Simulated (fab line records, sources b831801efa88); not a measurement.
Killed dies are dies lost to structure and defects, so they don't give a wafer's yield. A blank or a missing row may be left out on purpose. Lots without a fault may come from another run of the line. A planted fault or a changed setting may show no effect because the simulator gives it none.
A struck lot beside a sound one | flow sky130 | 15 steps out of a route of 708
Sound: wafers L741.3, L741.4, L741.6. Struck: wafer L745.4. (L745.1, L745.6 of the same lot were not struck and are left out.) The cause comes at the end.
At each step with rows: each side's tool, then ch and its chambers, then its first start. Under that, the readings that differ: sound wafers | struck wafers | difference of the means | sigmas: that difference in standard deviations of wafers without a fault.
alike: readings whose means differ by less than 2 such deviations, and words and numbers that are the same on both sides. not compared: withheld readings, readings that some wafer has no value for, bounds like >300 that may hide the same value, and numbers for which the record gives no deviation and whose values overlap.
The two part at a step that has a row with sigmas, a row that says differs or no value, or rows on one side only. Numbers that don't overlap but have no deviation are shown without sigmas and don't part them. A reading that every wafer of one side lacks parts them only if that side has two wafers or more.

SKY_VIA2_CD_MEAS_12: target cd 200 nm.
  sound on cd_sem-02, day 40 09:09; struck on cd_sem-02, day 41 15:07
  alike: cd_nm
SKY_VIA2_OVL_MEAS_13:
  sound on overlay-01, day 40 09:15; struck on overlay-01, day 41 15:14
  alike: VIA2_OVL
SKY_VIA2_ETCH_14: etches BARC in N2/H2, stops on SiO2, time 45.9 s, target depth 60 nm.
  sound on rie_diel-03 ch 2,3, day 40 09:16; struck on rie_diel-01 ch 0, day 41 15:16
  alike: drypump_motor_current_A, oes_product_au, throttle_valve_pct
  not compared: rf_hours_counter_h
SKY_VIA2_ETCH_15: etches SiO2 in C4F8/O2/Ar, stops on TiN, target depth 546 nm, time 84 s.
  sound on rie_diel-03 ch 2,3, day 40 09:19; struck on rie_diel-01 ch 0, day 41 15:19
  alike: oes_product_au
  not compared: rf_hours_counter_h
SKY_VIA2_STRIP_16: strips in O2/N2.
  sound on plasma_asher-03 ch 0,1, day 40 09:25; struck on plasma_asher-01 ch 1, day 41 15:23
  reading                     | sound          | struck | difference | sigmas
  drypump_motor_current_A (A) | 6.07 5.33 6.07 | 5.01   | -0.81      | -3
  alike: o2_flow_sccm, oes_product_au, strip_time_to_endpoint_s
  not compared: rf_hours_counter_h
then, 3 steps without rows for these wafers: SKY_VIA2_STRIP_17 (strips in post etch residue remover, time 1200 s); SKY_VIA2_CLEAN_18 (cleans in IPA, time 180 s); SKY_VIA2_CLEAN_19 (cleans in O3/DIW).
SKY_VIA2_SPUTTER_20: material TiN, target thk 20 nm, time 80 s.
  sound on pvd_sputter-04, day 40 10:04; struck on pvd_sputter-04, day 41 16:01
  alike: throttle_valve_pct
then, 1 step without rows for these wafers: SKY_VIA2_CVD_21 (deposits W, target thk 420 nm, time 126.4 s).
SKY_VIA2_RS_MEAS_22: measures by four-point-probe.
  sound on film_metro-04, day 40 10:18; struck on film_metro-01, day 41 16:13
  reading            | sound                | struck | difference | sigmas
  VIA2_W_RS (ohm/sq) | 0.2710 0.2711 0.2730 | 0.2770 | +0.0053    | +2
SKY_VIA2_THK_MEAS_23: measures by xrf.
  sound on film_metro-04, day 40 10:24; struck on film_metro-01, day 41 16:20
  alike: VIA2_W_THK
SKY_VIA2_CMP_24: polishes, stops on SiO2, t overpolish 20 s, target thk 0 nm.
  sound on cmp-02 ch 1,2, day 40 10:29; struck on cmp-01 ch 1, day 41 16:26
  reading                | sound                | struck | difference | sigmas
  overpolish_run_s (s)   | 20.006 20.001 19.998 | 0.030  | -19.972    | -99 or more
  time_to_endpoint_s (s) | 100 102 99           | 157    | +57        | +19
  alike: motor_current_A, slurry_flow_ml_min
SKY_METAL3_SPUTTER_00: material Ti, target thk 15 nm, time 10 s.
  the record has rows for the sound wafers here (pvd_sputter-03, day 40 10:44) and none for the struck ones
-- the record jumps here: 8 days lie between the struck wafers' starts before and after (it left off in module METAL3 and takes up again in module PAD_OPEN, whose first step shown is number 708 of the route) --
SKY_PAD_OPEN_PROBE_99:
  sound on prober-01, day 48 23:02; struck on prober-02, day 49 21:09
  reading                  | sound          | struck | difference | sigmas
  defect_limited_yield (%) | 84.6 80.9 84.8 | 0      | -83        | -40
  killed_at_M0_to_M3       | 47 44 35       | 449    | +407       | +56
  killed_dies              | 76 94 75       | 492    | +410       | +41
  killed_on_rim            | 12 14 14       | 96     | +83        | +24
  sort_bin_3_pad_short (%) | 1.0 0.4 0.8    | 84.1   | +83.4      | +99 or more
  sort_n_pass              | 416 398 417    | 0      | -410       | -41
  sort_yield_pct (%)       | 84.6 80.9 84.8 | 0      | -83        | -40
  alike: killed_at_M4_up, killed_at_contacts, killed_at_front_end, killed_at_other, killed_open, killed_short, sort_bin_5_function, sort_bin_6_memory

WHERE THEY PART
First at SKY_VIA2_STRIP_16; last, within this record, at SKY_PAD_OPEN_PROBE_99.

WHY: what the simulator had put in
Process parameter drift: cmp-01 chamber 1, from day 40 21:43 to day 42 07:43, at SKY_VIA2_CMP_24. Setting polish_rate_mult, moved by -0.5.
